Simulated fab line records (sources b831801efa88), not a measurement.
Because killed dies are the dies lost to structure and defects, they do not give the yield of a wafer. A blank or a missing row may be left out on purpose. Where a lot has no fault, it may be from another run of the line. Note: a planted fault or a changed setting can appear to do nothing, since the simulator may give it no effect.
fab line records / flow sky130
record: lots: 5 wafers: 15 lastDay: 50
route steps=708 shown GATE_OXIDE@198 POLY_GATE@204 RES_PROTECT@206
lots that met no fault: taken from a fault-free run of the same line
startH: start of the lot's first displayed wafer, in hours after the record's first day / waitH: how many hours have passed since the lot's step before this one / " as in the row above / L1.1+2: several wafers, shown together as one row / - no value, or no start was given / * or withheld: withheld / < > ~ a bound
route shown NAME@n: a module of which the file shows steps, and the number in the route of the first / usual: mean and standard deviation over wafers with no fault / same: alike in all rows / chamber/n: place in a boat / sites: the reading at each site / _std_site: standard deviation of those values / _edge_site: mean of outer sites minus mean of inner sites / radiusMm: how far each site lies from the wafer's centre / mask NAME#n: copy n / behind: tool/chamber where the wafer was last shaped / hold: why the lot went on hold/how many hours it stayed there/how the hold came to an end / device: names the non-switching transistor (n, p or np) / end of line: the same wafers' tests at the end of the route / a step given without rows: its recipe and nothing more / killed: not the wafer's yield, but the dies lost to structure and defects at the first sort / map: the dies of a wafer, with x for killed, . for not killed, _ for no die there
set.NAME: the setting the step ran with; set.NAME@STEP: the setting that earlier step ran with / model.NAME: the simulator's own value behind a step, which no gauge read
a table for each step, a row for each wafer; lots at some steps of the route
services: the hour from which a tool's chamber was out of use, counted from the record's first day as startH (under 0 if before that day), plus the number of hours and why
== steps ==
step: SKY_GATE_OXIDE_IMPLANT_11
recipe: species: B energyKev: 10 doseCm2: 2.6e+12 tiltDeg: withheld
step: SKY_GATE_OXIDE_WET_ETCH_12
recipe: chemistry: dHF targetDepthNm: 16.8 dry: n2Spin target: SiO2 dilution: 100:1 tempC: 25 timeS: 336
step: SKY_GATE_OXIDE_STRIP_13
recipe: chemistry: O2/N2 powerW: 1400 pressureMtorr: 1500 platenTempC: withheld o2FlowSccm: 3000 n2FlowSccm: 300 overashFraction: 0.5
usual: chamberPressureMTorr: 1500.1/1.5 drypumpMotorCurrentA: 5.8/0.31 oesProductAu: 0.715/0.0048 stripTimeToEndpointS: 14.16/0.034
lot.wafer=L248.2 tool=plasmaAsher-04 chamber=0 startH=325.58 waitH=0.0 chamberPressureMTorr=1502.3 drypumpMotorCurrentA=5.3 oesProductAu=0.718 rfHoursCounterH=50 stripTimeToEndpointS=14.16
lot.wafer=L248.3 tool=plasmaAsher-04 chamber=1 startH=325.58 waitH=0.0 chamberPressureMTorr=1497.8 drypumpMotorCurrentA=5.7 oesProductAu=0.712 rfHoursCounterH=- stripTimeToEndpointS=14.20
lot.wafer=L248.5 tool=plasmaAsher-04 chamber=0 startH=325.58 waitH=0.0 chamberPressureMTorr=1500.5 drypumpMotorCurrentA=5.3 oesProductAu=0.715 rfHoursCounterH=- stripTimeToEndpointS=14.19
lot.wafer=L250.1 tool=plasmaAsher-02 chamber=0 startH=350.10 waitH=0.0 chamberPressureMTorr=1498.7 drypumpMotorCurrentA=5.7 oesProductAu=0.719 rfHoursCounterH=22 stripTimeToEndpointS=14.20
lot.wafer=L250.3 tool=plasmaAsher-02 chamber=0 startH=350.10 waitH=0.0 chamberPressureMTorr=1501.3 drypumpMotorCurrentA=5.7 oesProductAu=0.707 rfHoursCounterH=- stripTimeToEndpointS=14.22
lot.wafer=L250.4 tool=plasmaAsher-02 chamber=1 startH=350.10 waitH=0.0 chamberPressureMTorr=1500.0 drypumpMotorCurrentA=6.2 oesProductAu=0.725 rfHoursCounterH=- stripTimeToEndpointS=14.21
lot.wafer=L261.3 tool=plasmaAsher-04 chamber=0 startH=434.94 waitH=0.0 chamberPressureMTorr=1501.9 drypumpMotorCurrentA=5.3 oesProductAu=0.715 rfHoursCounterH=- stripTimeToEndpointS=14.14
lot.wafer=L261.4 tool=plasmaAsher-04 chamber=1 startH=434.94 waitH=0.0 chamberPressureMTorr=1498.8 drypumpMotorCurrentA=5.7 oesProductAu=0.715 rfHoursCounterH=- stripTimeToEndpointS=14.14
lot.wafer=L261.6 tool=plasmaAsher-04 chamber=1 startH=434.94 waitH=0.0 chamberPressureMTorr=1501.5 drypumpMotorCurrentA=5.7 oesProductAu=0.713 rfHoursCounterH=- stripTimeToEndpointS=14.12
lot.wafer=L262.1 tool=plasmaAsher-02 chamber=1 startH=450.09 waitH=0.0 chamberPressureMTorr=1501.4 drypumpMotorCurrentA=6.2 oesProductAu=0.720 rfHoursCounterH=31 stripTimeToEndpointS=14.18
lot.wafer=L262.3 tool=plasmaAsher-02 chamber=0 startH=450.09 waitH=0.0 chamberPressureMTorr=1498.8 drypumpMotorCurrentA=5.7 oesProductAu=0.723 rfHoursCounterH=- stripTimeToEndpointS=14.23
lot.wafer=L262.5 tool=plasmaAsher-02 chamber=0 startH=450.09 waitH=0.0 chamberPressureMTorr=1499.5 drypumpMotorCurrentA=5.7 oesProductAu=0.718 rfHoursCounterH=- stripTimeToEndpointS=14.21
lot.wafer=L265.2 tool=plasmaAsher-03 chamber=0 startH=475.74 waitH=0.0 chamberPressureMTorr=1500.1 drypumpMotorCurrentA=5.9 oesProductAu=0.710 rfHoursCounterH=79 stripTimeToEndpointS=14.17
lot.wafer=L265.3 tool=plasmaAsher-03 chamber=1 startH=475.74 waitH=0.0 chamberPressureMTorr=1501.3 drypumpMotorCurrentA=6.1 oesProductAu=0.709 rfHoursCounterH=- stripTimeToEndpointS=14.17
lot.wafer=L265.6 tool=plasmaAsher-03 chamber=1 startH=475.74 waitH=0.0 chamberPressureMTorr=1499.1 drypumpMotorCurrentA=6.1 oesProductAu=0.711 rfHoursCounterH=- stripTimeToEndpointS=14.12
step: SKY_GATE_OXIDE_TW_MEAS_14
usual: GATE_OXIDE_TW: 222.8/2.4
lot.wafer=L248.2 tool=filmMetro-02 chamber=- startH=325.69 waitH=0.1 GATE_OXIDE_TW=225.8
lot.wafer=L248.3 tool=filmMetro-02 chamber=- startH=325.69 waitH=0.1 GATE_OXIDE_TW=224.0
lot.wafer=L248.5 tool=filmMetro-02 chamber=- startH=325.69 waitH=0.1 GATE_OXIDE_TW=224.3
lot.wafer=L250.1 tool=filmMetro-04 chamber=- startH=350.20 waitH=0.1 GATE_OXIDE_TW=222.8
lot.wafer=L250.3 tool=filmMetro-04 chamber=- startH=350.20 waitH=0.1 GATE_OXIDE_TW=222.9
lot.wafer=L250.4 tool=filmMetro-04 chamber=- startH=350.20 waitH=0.1 GATE_OXIDE_TW=220.9
lot.wafer=L261.3 tool=filmMetro-02 chamber=- startH=435.02 waitH=0.1 GATE_OXIDE_TW=225.9
lot.wafer=L261.4 tool=filmMetro-02 chamber=- startH=435.02 waitH=0.1 GATE_OXIDE_TW=225.6
lot.wafer=L261.6 tool=filmMetro-02 chamber=- startH=435.02 waitH=0.1 GATE_OXIDE_TW=224.9
lot.wafer=L262.1 tool=filmMetro-02 chamber=- startH=450.19 waitH=0.1 GATE_OXIDE_TW=226.6
lot.wafer=L262.3 tool=filmMetro-02 chamber=- startH=450.19 waitH=0.1 GATE_OXIDE_TW=226.6
lot.wafer=L262.5 tool=filmMetro-02 chamber=- startH=450.19 waitH=0.1 GATE_OXIDE_TW=226.7
lot.wafer=L265.2 tool=filmMetro-03 chamber=- startH=475.85 waitH=0.1 GATE_OXIDE_TW=218.2
lot.wafer=L265.3 tool=filmMetro-03 chamber=- startH=475.85 waitH=0.1 GATE_OXIDE_TW=218.1
lot.wafer=L265.6 tool=filmMetro-03 chamber=- startH=475.85 waitH=0.1 GATE_OXIDE_TW=219.6
step: SKY_GATE_OXIDE_CLEAN_15
recipe: chemistry: SC1/SC2 mix: 1:4:20 tempC: 70 timeS: 150 dry: n2Spin
step: SKY_GATE_OXIDE_OXIDATION_16
recipe: tempC: 802.6 ambient: O2 idleTempC: 700 rampUpCPerMin: 10 rampDownCPerMin: 3 stabiliseS: 600 purgeS: 300 targetThkA: 35.7 oxTimeS: 1915
step: SKY_POLY_GATE_CVD_00
recipe: material: poly-Si targetThkNm: 180 tempC: 620 timeS: 720 pressureMtorr: 200
step: SKY_POLY_GATE_THK_MEAS_01
recipe: reads: poly-Si_of_POLY_GATE_CVD_00
usual: POLY_GATE_CVD_00_THK: 179.3/1.5
lot.wafer=L248.2 tool=filmMetro-01 chamber=- startH=329.53 waitH=0.0 POLY_GATE_CVD_00_THK[nm]=176.8
lot.wafer=L248.3 tool=filmMetro-01 chamber=- startH=329.53 waitH=0.0 POLY_GATE_CVD_00_THK[nm]=177.6
lot.wafer=L248.5 tool=filmMetro-01 chamber=- startH=329.53 waitH=0.0 POLY_GATE_CVD_00_THK[nm]=177.3
lot.wafer=L250.1 tool=filmMetro-01 chamber=- startH=356.62 waitH=0.0 POLY_GATE_CVD_00_THK[nm]=177.2
lot.wafer=L250.3 tool=filmMetro-01 chamber=- startH=356.62 waitH=0.0 POLY_GATE_CVD_00_THK[nm]=178.0
lot.wafer=L250.4 tool=filmMetro-01 chamber=- startH=356.62 waitH=0.0 POLY_GATE_CVD_00_THK[nm]=177.6
lot.wafer=L261.3 tool=filmMetro-02 chamber=- startH=440.76 waitH=0.0 POLY_GATE_CVD_00_THK[nm]=180.0
lot.wafer=L261.4 tool=filmMetro-02 chamber=- startH=440.76 waitH=0.0 POLY_GATE_CVD_00_THK[nm]=180.0
lot.wafer=L261.6 tool=filmMetro-02 chamber=- startH=440.76 waitH=0.0 POLY_GATE_CVD_00_THK[nm]=178.7
lot.wafer=L262.1 tool=filmMetro-01 chamber=- startH=453.03 waitH=0.0 POLY_GATE_CVD_00_THK[nm]=181.4
lot.wafer=L262.3 tool=filmMetro-01 chamber=- startH=453.03 waitH=0.0 POLY_GATE_CVD_00_THK[nm]=180.9
lot.wafer=L262.5 tool=filmMetro-01 chamber=- startH=453.03 waitH=0.0 POLY_GATE_CVD_00_THK[nm]=181.0
lot.wafer=L265.2 tool=filmMetro-01 chamber=- startH=478.69 waitH=0.0 POLY_GATE_CVD_00_THK[nm]=179.2
lot.wafer=L265.3 tool=filmMetro-01 chamber=- startH=478.69 waitH=0.0 POLY_GATE_CVD_00_THK[nm]=180.1
lot.wafer=L265.6 tool=filmMetro-01 chamber=- startH=478.69 waitH=0.0 POLY_GATE_CVD_00_THK[nm]=179.9
step: SKY_RES_PROTECT_DEHYDRATE_00
recipe: tempC: 200 timeS: 60
step: SKY_RES_PROTECT_HMDS_01
recipe: primeTimeS: 60 primeTempC: 120
step: SKY_RES_PROTECT_COAT_02
recipe: resist: NOVOLAK spinRpm: 3000 resistThkNm: 1140
step: SKY_RES_PROTECT_SOFTBAKE_03
recipe: tempC: 90 timeS: 60 resist: NOVOLAK
step: SKY_RES_PROTECT_EXPOSE_04
recipe: maskId: RPM na: 0.6 sourceShape: conventional sigmaOuter: 0.6 polarization: unpolarized targetCdNm: 1270 doseMj: 131
lot.wafer=L248.2+3+5 tool=ilineStepper-01 chamber=0 startH=342.49 waitH=- mask=RPM#0
lot.wafer=L250.1+3+4 tool=ilineStepper-01 chamber=0 startH=370.13 waitH=- mask=RPM#0
lot.wafer=L261.3+4+6 tool=ilineStepper-01 chamber=0 startH=456.66 waitH=- mask=NTM#0
lot.wafer=L262.1+3+5 tool=ilineStepper-02 chamber=0 startH=477.05 waitH=- mask=RPM#0
lot.wafer=L265.2+3+6 tool=ilineStepper-01 chamber=0 startH=494.68 waitH=- mask=RPM#0
step: SKY_RES_PROTECT_PEB_05
recipe: tempC: withheld timeS: * resist: NOVOLAK
step: SKY_RES_PROTECT_DEVELOP_06
recipe: resist: NOVOLAK developer: TMAH developTimeS: 60 devTempC: 23
step: SKY_POLY_GATE_IMPLANT_02
recipe: species: P energyKev: 30 doseCm2: 7.7e+15 tiltDeg: 0
step: SKY_RES_PROTECT_STRIP_07
recipe: chemistry: O2/N2 powerW: 1400 pressureMtorr: 1500 platenTempC: withheld o2FlowSccm: 3000 n2FlowSccm: 300 overashFraction: 0.5
usual: chamberPressureMTorr: 1500.1/1.5 drypumpMotorCurrentA: 5.8/0.43 oesProductAu: 0.517/0.0044 stripTimeToEndpointS: 23.27/0.038
lot.wafer=L248.2 tool=plasmaAsher-04 chamber=1 startH=356.35 waitH=0.1 chamberPressureMTorr=1498.3 drypumpMotorCurrentA=5.7 oesProductAu=0.523 rfHoursCounterH=53 stripTimeToEndpointS=23.25
lot.wafer=L248.3 tool=plasmaAsher-04 chamber=1 startH=356.35 waitH=0.1 chamberPressureMTorr=1499.2 drypumpMotorCurrentA=5.7 oesProductAu=0.520 rfHoursCounterH=- stripTimeToEndpointS=23.24
lot.wafer=L248.5 tool=plasmaAsher-04 chamber=1 startH=356.35 waitH=0.1 chamberPressureMTorr=1501.7 drypumpMotorCurrentA=5.7 oesProductAu=0.513 rfHoursCounterH=- stripTimeToEndpointS=23.27
lot.wafer=L250.1 tool=plasmaAsher-04 chamber=0 startH=384.63 waitH=0.1 chamberPressureMTorr=1496.3 drypumpMotorCurrentA=5.3 oesProductAu=0.511 rfHoursCounterH=56 stripTimeToEndpointS=23.25
lot.wafer=L250.3 tool=plasmaAsher-04 chamber=1 startH=384.63 waitH=0.1 chamberPressureMTorr=1501.9 drypumpMotorCurrentA=5.7 oesProductAu=0.518 rfHoursCounterH=- stripTimeToEndpointS=23.24
lot.wafer=L250.4 tool=plasmaAsher-04 chamber=0 startH=384.63 waitH=0.1 chamberPressureMTorr=1498.9 drypumpMotorCurrentA=5.3 oesProductAu=0.520 rfHoursCounterH=- stripTimeToEndpointS=23.29
lot.wafer=L261.3 tool=plasmaAsher-02 chamber=0 startH=471.61 waitH=0.1 chamberPressureMTorr=1499.2 drypumpMotorCurrentA=5.7 oesProductAu=0.516 rfHoursCounterH=- stripTimeToEndpointS=23.22
lot.wafer=L261.4 tool=plasmaAsher-02 chamber=1 startH=471.61 waitH=0.1 chamberPressureMTorr=1498.3 drypumpMotorCurrentA=6.2 oesProductAu=0.518 rfHoursCounterH=- stripTimeToEndpointS=23.24
lot.wafer=L261.6 tool=plasmaAsher-02 chamber=0 startH=471.61 waitH=0.1 chamberPressureMTorr=1500.8 drypumpMotorCurrentA=5.7 oesProductAu=0.511 rfHoursCounterH=- stripTimeToEndpointS=23.25
lot.wafer=L262.1 tool=plasmaAsher-01 chamber=0 startH=492.95 waitH=0.1 chamberPressureMTorr=1499.8 drypumpMotorCurrentA=6.3 oesProductAu=0.520 rfHoursCounterH=6 stripTimeToEndpointS=23.27
lot.wafer=L262.3 tool=plasmaAsher-01 chamber=1 startH=492.95 waitH=0.1 chamberPressureMTorr=1498.7 drypumpMotorCurrentA=5.2 oesProductAu=0.519 rfHoursCounterH=- stripTimeToEndpointS=23.27
lot.wafer=L262.5 tool=plasmaAsher-01 chamber=1 startH=492.95 waitH=0.1 chamberPressureMTorr=1501.8 drypumpMotorCurrentA=5.2 oesProductAu=0.512 rfHoursCounterH=- stripTimeToEndpointS=23.33
lot.wafer=L265.2 tool=plasmaAsher-01 chamber=1 startH=508.97 waitH=0.1 chamberPressureMTorr=1499.8 drypumpMotorCurrentA=5.2 oesProductAu=0.524 rfHoursCounterH=8 stripTimeToEndpointS=23.22
lot.wafer=L265.3 tool=plasmaAsher-01 chamber=1 startH=508.97 waitH=0.1 chamberPressureMTorr=1500.8 drypumpMotorCurrentA=5.2 oesProductAu=0.523 rfHoursCounterH=- stripTimeToEndpointS=23.21
lot.wafer=L265.6 tool=plasmaAsher-01 chamber=0 startH=508.97 waitH=0.1 chamberPressureMTorr=1501.9 drypumpMotorCurrentA=6.3 oesProductAu=0.515 rfHoursCounterH=- stripTimeToEndpointS=23.25
step: SKY_RES_PROTECT_TW_MEAS_08
usual: POLY_GATE_TW: 4043/30
lot.wafer=L248.2 tool=filmMetro-04 chamber=- startH=356.46 waitH=0.1 POLY_GATE_TW=3989
lot.wafer=L248.3 tool=filmMetro-04 chamber=- startH=356.46 waitH=0.1 POLY_GATE_TW=3981
lot.wafer=L248.5 tool=filmMetro-04 chamber=- startH=356.46 waitH=0.1 POLY_GATE_TW=3980
lot.wafer=L250.1 tool=filmMetro-02 chamber=- startH=384.73 waitH=0.1 POLY_GATE_TW=4045
lot.wafer=L250.3 tool=filmMetro-02 chamber=- startH=384.73 waitH=0.1 POLY_GATE_TW=4072
lot.wafer=L250.4 tool=filmMetro-02 chamber=- startH=384.73 waitH=0.1 POLY_GATE_TW=4056
lot.wafer=L261.3 tool=filmMetro-04 chamber=- startH=471.70 waitH=0.1 POLY_GATE_TW=30
lot.wafer=L261.4 tool=filmMetro-04 chamber=- startH=471.70 waitH=0.1 POLY_GATE_TW=30
lot.wafer=L261.6 tool=filmMetro-04 chamber=- startH=471.70 waitH=0.1 POLY_GATE_TW=30
lot.wafer=L262.1 tool=filmMetro-04 chamber=- startH=493.05 waitH=0.1 POLY_GATE_TW=3981
lot.wafer=L262.3 tool=filmMetro-04 chamber=- startH=493.05 waitH=0.1 POLY_GATE_TW=3994
lot.wafer=L262.5 tool=filmMetro-04 chamber=- startH=493.05 waitH=0.1 POLY_GATE_TW=4002
lot.wafer=L265.2 tool=filmMetro-04 chamber=- startH=509.08 waitH=0.1 POLY_GATE_TW=4014
lot.wafer=L265.3 tool=filmMetro-04 chamber=- startH=509.08 waitH=0.1 POLY_GATE_TW=4024
lot.wafer=L265.6 tool=filmMetro-04 chamber=- startH=509.08 waitH=0.1 POLY_GATE_TW=4019
step: SKY_RES_PROTECT_CLEAN_09
recipe: chemistry: SC1/SC2 mix: 1:4:20 tempC: 70 timeS: 150 dry: n2Spin
== services ==
tool=plasmaAsher-04 chamber=- startH=311.88 hours=2.5 kind=repair
tool=plasmaAsher-04 chamber=- startH=318.23 hours=2.8 kind=pm
tool=plasmaAsher-02 chamber=- startH=328.59 hours=1.5 kind=repair
tool=plasmaAsher-02 chamber=- startH=353.08 hours=0.9 kind=repair
tool=ilineStepper-02 chamber=- startH=368.27 hours=5.8 kind=repair
tool=plasmaAsher-04 chamber=- startH=389.90 hours=2.7 kind=repair
tool=plasmaAsher-02 chamber=- startH=393.53 hours=14.6 kind=pm
tool=ilineStepper-02 chamber=- startH=401.35 hours=1.7 kind=pm
tool=ilineStepper-01 chamber=- startH=412.34 hours=7.5 kind=repair
tool=plasmaAsher-01 chamber=- startH=421.25 hours=9.0 kind=pm
tool=plasmaAsher-01 chamber=0 startH=421.25 hours=9.0 kind=ventCycle
tool=plasmaAsher-01 chamber=1 startH=421.25 hours=9.0 kind=ventCycle
tool=plasmaAsher-04 chamber=- startH=422.75 hours=0.9 kind=repair
tool=plasmaAsher-01 chamber=0 startH=430.25 hours=- kind=clean
tool=plasmaAsher-01 chamber=1 startH=430.25 hours=- kind=clean
tool=plasmaAsher-04 chamber=- startH=436.12 hours=1.6 kind=repair
tool=ilineStepper-01 chamber=- startH=497.85 hours=1.7 kind=pm
== key ==
firstSign: step: SKY_RES_PROTECT_EXPOSE_04 reading: mask direction: changed
effect: step: SKY_RES_PROTECT_TW_MEAS_08 reading: POLY_GATE_TW direction: down sigmas: 99+ usual: 4043 struck: 30
metAt SKY_RES_PROTECT_EXPOSE_04
struckWafers L261.3,L261.4,L261.6
testerLeftOut L261
onsetBetween 370.13 456.66
fault: kind: wrongMask tool: any chamber: - onsetH: 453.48 steps: SKY_RES_PROTECT_EXPOSE_04 auxCopy: NTM#0 scope: struckLotsOnly
testerLeftOut: of these lots the tester's yield and bins aren't shown, on N5 and GAA mostly nor the transistor test; their killed dies are dies lost to structure and defects alone, not to doping, threshold or leakage, so they don't give the yield
